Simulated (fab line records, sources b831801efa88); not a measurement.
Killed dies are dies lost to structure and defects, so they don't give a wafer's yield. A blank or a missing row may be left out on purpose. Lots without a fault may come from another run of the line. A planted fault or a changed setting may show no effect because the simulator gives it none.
A struck lot beside a sound one | flow gf180mcu | 14 steps out of a route of 602
Sound: wafers L355.2, L355.3, L355.5. Struck: wafers L353.1, L353.5, L353.6. The cause comes at the end.
At each step with rows: each side's tool, then ch and its chambers, then its first start. Under that, the readings that differ: sound wafers | struck wafers | difference of the means | sigmas: that difference in standard deviations of wafers without a fault.
alike: readings whose means differ by less than 2 such deviations, and words and numbers that are the same on both sides. not compared: withheld readings, readings that some wafer has no value for, bounds like >300 that may hide the same value, and numbers for which the record gives no deviation and whose values overlap.
The two part at a step that has a row with sigmas, a row that says differs or no value, or rows on one side only. Numbers that don't overlap but have no deviation are shown without sigmas and don't part them. A reading that every wafer of one side lacks parts them only if that side has two wafers or more.

first, 3 steps without rows for these wafers: GF_MIM_EXPOSE_16 (exposes mask FuseTop, target cd 2000 nm); GF_MIM_PEB_17; GF_MIM_DEVELOP_18 (develop time 60 s).
GF_MIM_METAL_ETCH_19: etches the open film in Cl2/BCl3, stops on Si3N4, target depth 324.5 nm, time 54.1 s.
  sound on rie_metal-02 ch 1, day 28 04:38; struck on rie_metal-03 ch 0,1, day 27 13:02
  alike: drypump_motor_current_A, oes_product_au, throttle_valve_pct
  not compared: rf_hours_counter_h
GF_MIM_STRIP_20: strips in O2/N2.
  sound on plasma_asher-02 ch 0,1, day 28 04:42; struck on plasma_asher-02 ch 0,1, day 27 13:07
  alike: drypump_motor_current_A, heater_power_w, o2_flow_sccm, oes_product_au, platen_temp_c, strip_time_to_endpoint_s
  not compared: rf_hours_counter_h
then, 7 steps without rows for these wafers: GF_MIM_STRIP_21 (strips in post etch residue remover, time 1200 s); GF_MIM_CLEAN_22 (cleans in DIW); GF_M5_DEHYDRATE_00 (time 60 s); GF_M5_HMDS_01 (prime time 60 s); GF_M5_COAT_02 (resist thk 1000 nm); GF_M5_SOFTBAKE_03 (time 60 s); GF_M5_EXPOSE_04 (exposes mask Metal5, target cd 280 nm).
GF_M5_PEB_05: peb time 90 s.
  sound on litho_track-03 ch 0, day 28 23:50; struck on litho_track-01, day 28 09:10
  no value came back on the struck wafers for chill_plate_temp_C (C), exhaust_pa (Pa); on the sound wafers chill_plate_temp_C (C) reads 23.17 23.03 23.22
then, 1 step without rows for these wafers: GF_M5_DEVELOP_06 (develop time 60 s).

WHERE THEY PART
Only at GF_M5_PEB_05, within this record.

WHY: what the simulator had put in
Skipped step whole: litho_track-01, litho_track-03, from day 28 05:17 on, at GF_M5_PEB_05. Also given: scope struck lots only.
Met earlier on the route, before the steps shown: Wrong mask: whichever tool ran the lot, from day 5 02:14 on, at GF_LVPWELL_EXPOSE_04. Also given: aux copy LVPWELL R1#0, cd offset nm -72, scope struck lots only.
